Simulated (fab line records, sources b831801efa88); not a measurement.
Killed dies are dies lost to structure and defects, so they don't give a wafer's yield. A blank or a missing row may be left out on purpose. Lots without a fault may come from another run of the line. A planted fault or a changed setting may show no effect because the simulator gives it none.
Which tool did it? | flow sky130 | 12 lots, 36 wafers sampled, at 5 steps of a route of 708

WHAT THE GAUGES READ, wafer by wafer
SKY_LOCAL_INTERCONNECT_OVL_MEAS_12. Usual: LOCAL_INTERCONNECT_OVL 0 nm, standard deviation 4.8.
lot  | measured     | on         | LOCAL_INTERCONNECT_OVL (nm) | flag
L643 | day 30 11:28 | overlay-01 | -10 -1 -10                  |
L644 | day 31 14:14 | overlay-01 | -8 -2 -1                    |
L645 | day 31 15:01 | overlay-01 | 1 -2 -7                     |
L646 | day 31 15:31 | overlay-02 | -1 8 1                      |
L647 | day 32 02:40 | overlay-02 | 1 7 -1                      |
L648 | day 32 10:23 | overlay-01 | 2 -1 3                      |
L649 | day 32 22:28 | overlay-01 | -1 0 -1                     |
L650 | day 33 01:08 | overlay-01 | -1 -1 6                     |
L651 | day 33 14:44 | overlay-02 | 5 7 1                       |
L655 | day 34 23:07 | overlay-01 | -6 -4 -7                    |
L660 | day 36 07:05 | overlay-01 | 4 6 5                       |
L661 | day 36 12:18 | overlay-02 | 1 9 2                       |

SKY_CONTACT_BOW_MEAS_05. Usual: CONTACT_BOW 83 um, standard deviation 7.1.
lot  | measured     | on            | CONTACT_BOW (um) | flag
L643 | day 30 12:49 | film_metro-01 | 86 74 88         |
L644 | day 31 15:42 | film_metro-01 | 90 86 84         |
L645 | day 31 16:19 | film_metro-02 | 81 81 81         |
L646 | day 31 16:53 | film_metro-01 | 87 100 95        |
L647 | day 32 03:58 | film_metro-03 | 76 78 87         |
L648 | day 32 11:46 | film_metro-01 | 73 79 72         |
L649 | day 32 23:49 | film_metro-01 | 77 89 87         |
L650 | day 33 02:28 | film_metro-01 | 78 78 82         |
L651 | day 33 16:00 | film_metro-01 | 86 78 87         |
L655 | day 35 00:27 | film_metro-02 | 76 85 95         |
L660 | day 36 08:29 | film_metro-03 | 92 91 64         |
L661 | day 36 13:34 | film_metro-01 | 75 79 79         |

WHICH TOOL RAN EACH LOT (tool, then ch and the chambers of the sampled wafers, then the start)
lot  | SKY_LI_CONTACT_SPUTTER_19    | SKY_LOCAL_INTERCONNECT_METAL_ETCH_14 | SKY_LOCAL_INTERCONNECT_STRIP_15
L643 | pvd_sputter-01, day 29 05:07 | rie_metal-04 ch 0,1, day 30 11:33    | plasma_asher-04 ch 0,1, day 30 11:37
L644 | pvd_sputter-03, day 30 09:04 | rie_metal-03 ch 0, day 31 14:26      | plasma_asher-04 ch 0,1, day 31 14:32
L645 | pvd_sputter-02, day 30 09:11 | rie_metal-01 ch 0,1, day 31 15:07    | plasma_asher-03 ch 0,1, day 31 15:10
L646 | pvd_sputter-01, day 30 10:16 | rie_metal-04 ch 0,1, day 31 15:37    | plasma_asher-04 ch 0,1, day 31 15:40
L647 | pvd_sputter-03, day 30 22:08 | rie_metal-04 ch 0,1, day 32 02:47    | plasma_asher-04 ch 0,1, day 32 02:50
L648 | pvd_sputter-01, day 31 05:37 | rie_metal-03 ch 1, day 32 10:32      | plasma_asher-04 ch 0,1, day 32 10:38
L649 | pvd_sputter-01, day 31 18:42 | rie_metal-04 ch 0,1, day 32 22:35    | plasma_asher-03 ch 0,1, day 32 22:38
L650 | pvd_sputter-02, day 31 21:12 | rie_metal-04 ch 0,1, day 33 01:14    | plasma_asher-04 ch 0,1, day 33 01:17
L651 | pvd_sputter-02, day 32 11:18 | rie_metal-03 ch 0,1, day 33 14:50    | plasma_asher-04 ch 0,1, day 33 14:53
L655 | pvd_sputter-01, day 33 20:39 | rie_metal-04 ch 0,1, day 34 23:14    | plasma_asher-04 ch 0,1, day 34 23:18
L660 | pvd_sputter-01, day 35 04:06 | rie_metal-04 ch 0,1, day 36 07:11    | plasma_asher-03 ch 0,1, day 36 07:14
L661 | pvd_sputter-03, day 35 08:45 | rie_metal-04 ch 0,1, day 36 12:23    | plasma_asher-04 ch 0,1, day 36 12:26
- SKY_LI_CONTACT_SPUTTER_19: material Ti, target thk 20 nm, time 106.37 s.
- SKY_LOCAL_INTERCONNECT_METAL_ETCH_14: etches TiN in Cl2/BCl3, stops on PSG, target depth 110 nm, time 31.4 s.
- SKY_LOCAL_INTERCONNECT_STRIP_15: strips in O2/N2.

WHAT THE TOOLS THEMSELVES READ (means of the sampled wafers that have a number; where no wafer has one, the mark that the record gives instead)
SKY_LI_CONTACT_SPUTTER_19. Usual: throttle_valve_pct 30.1 %, standard deviation 0.96.
lot  | tool           | throttle_valve_pct (%) | flag
L643 | pvd_sputter-01 | 29.6                   |
L644 | pvd_sputter-03 | 31.0                   |
L645 | pvd_sputter-02 | 30.1                   |
L646 | pvd_sputter-01 | 29.5                   |
L647 | pvd_sputter-03 | 30.2                   |
L648 | pvd_sputter-01 | 29.6                   |
L649 | pvd_sputter-01 | 29.3                   |
L650 | pvd_sputter-02 | 29.7                   |
L651 | pvd_sputter-02 | 29.7                   |
L655 | pvd_sputter-01 | 29.3                   |
L660 | pvd_sputter-01 | 29.8                   |
L661 | pvd_sputter-03 | 30.0                   |

SKY_LOCAL_INTERCONNECT_METAL_ETCH_14. Usual: drypump_motor_current_A 6.0 A, standard deviation 0.34; oes_product_au 0.939 a.u., standard deviation 0.0068; run_length_s 59.7 s, standard deviation 0.33; throttle_valve_pct 21.902 %, standard deviation 0.01.
lot  | tool         | drypump_motor_current_A (A) | oes_product_au (a.u.) | run_length_s (s) | throttle_valve_pct (%) | flag
L643 | rie_metal-04 | 5.6                         | 0.938                 | 59.9             | 21.900                 |
L644 | rie_metal-03 | 6.2                         | 0.936                 | 59.5             | 21.903                 |
L645 | rie_metal-01 | 6.4                         | 0.941                 | 59.9             | 21.908                 |
L646 | rie_metal-04 | 5.6                         | 0.928                 | 59.6             | 21.904                 |
L647 | rie_metal-04 | 5.8                         | 0.937                 | 59.6             | 21.910                 |
L648 | rie_metal-03 | 5.9                         | 0.932                 | 60.3             | 21.908                 |
L649 | rie_metal-04 | 5.8                         | 0.937                 | 59.5             | 21.906                 |
L650 | rie_metal-04 | 5.6                         | 0.935                 | 60.0             | 21.900                 |
L651 | rie_metal-03 | 6.1                         | 0.940                 | 59.9             | 21.895                 |
L655 | rie_metal-04 | 5.8                         | 0.937                 | 59.6             | 21.899                 |
L660 | rie_metal-04 | 5.8                         | 0.904                 | 61.6             | 21.924                 | OFF
L661 | rie_metal-04 | 5.6                         | 0.871                 | 63.7             | 21.957                 | OFF

SKY_LOCAL_INTERCONNECT_STRIP_15. Usual: drypump_motor_current_A 5.68 A, standard deviation 0.2; oes_product_au 0.425 a.u., standard deviation 0.0047; strip_time_to_endpoint_s 4.683 s, standard deviation 0.019.
lot  | tool            | drypump_motor_current_A (A) | oes_product_au (a.u.) | strip_time_to_endpoint_s (s) | flag
L643 | plasma_asher-04 | 5.75                        | 0.424                 | 4.684                        |
L644 | plasma_asher-04 | 5.63                        | 0.426                 | 4.690                        |
L645 | plasma_asher-03 | 5.65                        | 0.430                 | 4.657                        |
L646 | plasma_asher-04 | 5.61                        | 0.422                 | 4.680                        |
L647 | plasma_asher-04 | 5.62                        | 0.426                 | 4.674                        |
L648 | plasma_asher-04 | 5.62                        | 0.424                 | 4.681                        |
L649 | plasma_asher-03 | 5.66                        | 0.429                 | 4.719                        |
L650 | plasma_asher-04 | 5.63                        | 0.427                 | 4.684                        |
L651 | plasma_asher-04 | 5.75                        | 0.427                 | 4.685                        |
L655 | plasma_asher-04 | 5.64                        | 0.428                 | 4.693                        |
L660 | plasma_asher-03 | 5.70                        | 0.426                 | 4.663                        |
L661 | plasma_asher-04 | 5.77                        | 0.420                 | 4.606                        | OFF

THE ANSWER, worked out from the rows above alone
Rule: a lot is off if the mean of its wafers that have a number lies more than 3 standard deviations from the usual mean. A lot without any number at a reading at which 4 lots or more have one is off too. The other lots that the step has rows for count as sound. The gauges are gone through in route order, then the tools' own readings, and for those a lot's mean is taken as printed above. The first step at which some lot is off is used, and at that step the reading that is off furthest; a lot without a number counts as furthest.
Off: L660, L661, at SKY_LOCAL_INTERCONNECT_METAL_ETCH_14 (run_length_s).
A tool fits if, at that step or a process step before it, it ran every lot that is off, and no sound lot after the first of them. One fits: rie_metal-04 at SKY_LOCAL_INTERCONNECT_METAL_ETCH_14. Its last sound lot is L655 (day 34 23:14), its first lot that is off L660 (day 36 07:11): a fault that began between those two fits.
The tool's own readings at SKY_LOCAL_INTERCONNECT_METAL_ETCH_14 bear it out: on the lots that are off they differ by more than 5 times the standard deviation of the sound lots' means. oes_product_au reads 0.887 a.u. there against 0.936 a.u. on the sound lots; run_length_s reads 62.7 s there against 59.8 s on the sound lots; throttle_valve_pct reads 21.941 % there against 21.903 % on the sound lots.

WHAT THE SIMULATOR HAD PUT IN
Process parameter drift: rie_metal-04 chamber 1, from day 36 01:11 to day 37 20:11, at SKY_LOCAL_INTERCONNECT_METAL_ETCH_14. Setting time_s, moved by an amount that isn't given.
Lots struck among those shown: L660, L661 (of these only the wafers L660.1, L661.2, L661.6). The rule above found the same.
